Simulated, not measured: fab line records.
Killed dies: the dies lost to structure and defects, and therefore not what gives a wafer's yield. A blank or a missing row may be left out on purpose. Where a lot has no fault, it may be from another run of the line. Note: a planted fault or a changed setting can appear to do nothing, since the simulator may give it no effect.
Matching of chambers || flow sky130 || SKY_VIA1_CMP_02 on cmp-01: 3 sister chambers
The step polishes SiO2. 14 wafers are shown with their chamber, then 6 later ones without.

WAFERS WITH THEIR CHAMBER
{"wafer": "L413.1", "chamber": 0, "motor_current_A (A)": 9.6}
{"wafer": "L413.4", "chamber": 2, "motor_current_A (A)": 13.1}
{"wafer": "L413.6", "chamber": 2, "motor_current_A (A)": 13.9}
{"wafer": "L415.1", "chamber": 1, "motor_current_A (A)": 11.1}
{"wafer": "L415.4", "chamber": 0, "motor_current_A (A)": 10.2}
{"wafer": "L415.5", "chamber": 2, "motor_current_A (A)": 14.0}
{"wafer": "L417.3", "chamber": 2, "motor_current_A (A)": 13.4}
{"wafer": "L417.4", "chamber": 1, "motor_current_A (A)": 11.3}
{"wafer": "L417.5", "chamber": 1, "motor_current_A (A)": 10.9}
{"wafer": "L420.2", "chamber": 1, "motor_current_A (A)": 10.6}
{"wafer": "L420.5", "chamber": 1, "motor_current_A (A)": 10.8}
{"wafer": "L420.6", "chamber": 0, "motor_current_A (A)": 10.0}
{"wafer": "L419.3", "chamber": 2, "motor_current_A (A)": 13.9}
{"wafer": "L419.5", "chamber": 1, "motor_current_A (A)": 11.1}

SIGNATURES, as means of the wafers listed above
{"reading": "motor_current_A", "chamber 0": 9.933, "chamber 1": 10.967, "chamber 2": 13.660, "scatter within a chamber": 0.318}
Rule: a wafer lies at a distance from a chamber equal to the root of the sum of squares, over the readings, of (its reading less the chamber's mean, divided by the reading's scatter). The wafer belongs to the nearest chamber; if the next one is less than 2 further off, it can't be placed. The scatter is the square root of a quotient: the sum, over the shown wafers, of each reading's squared deviation from its chamber's mean, divided by wafers minus chambers.

WAFERS MISSING THEIR CHAMBER
{"wafer": "L419.6", "motor_current_A (A)": 9.9}
{"wafer": "L422.1", "motor_current_A (A)": 14.3}
{"wafer": "L422.5", "motor_current_A (A)": 11.4}
{"wafer": "L422.6", "motor_current_A (A)": 12.8}
{"wafer": "L424.1", "motor_current_A (A)": 11.2}
{"wafer": "L424.4", "motor_current_A (A)": 9.9}

EACH ONE'S CHAMBER
{"wafer": "L419.6", "from the rows above": 0, "in truth": 0}
{"wafer": "L422.1", "from the rows above": 2, "in truth": 2}
{"wafer": "L422.5", "from the rows above": 1, "in truth": 1}
{"wafer": "L422.6", "from the rows above": 2, "in truth": 2}
{"wafer": "L424.1", "from the rows above": 1, "in truth": 1}
{"wafer": "L424.4", "from the rows above": 0, "in truth": 0}
Correct placement for 6 of the 6. Not placeable from these rows: 0. Placed wrongly: 0.
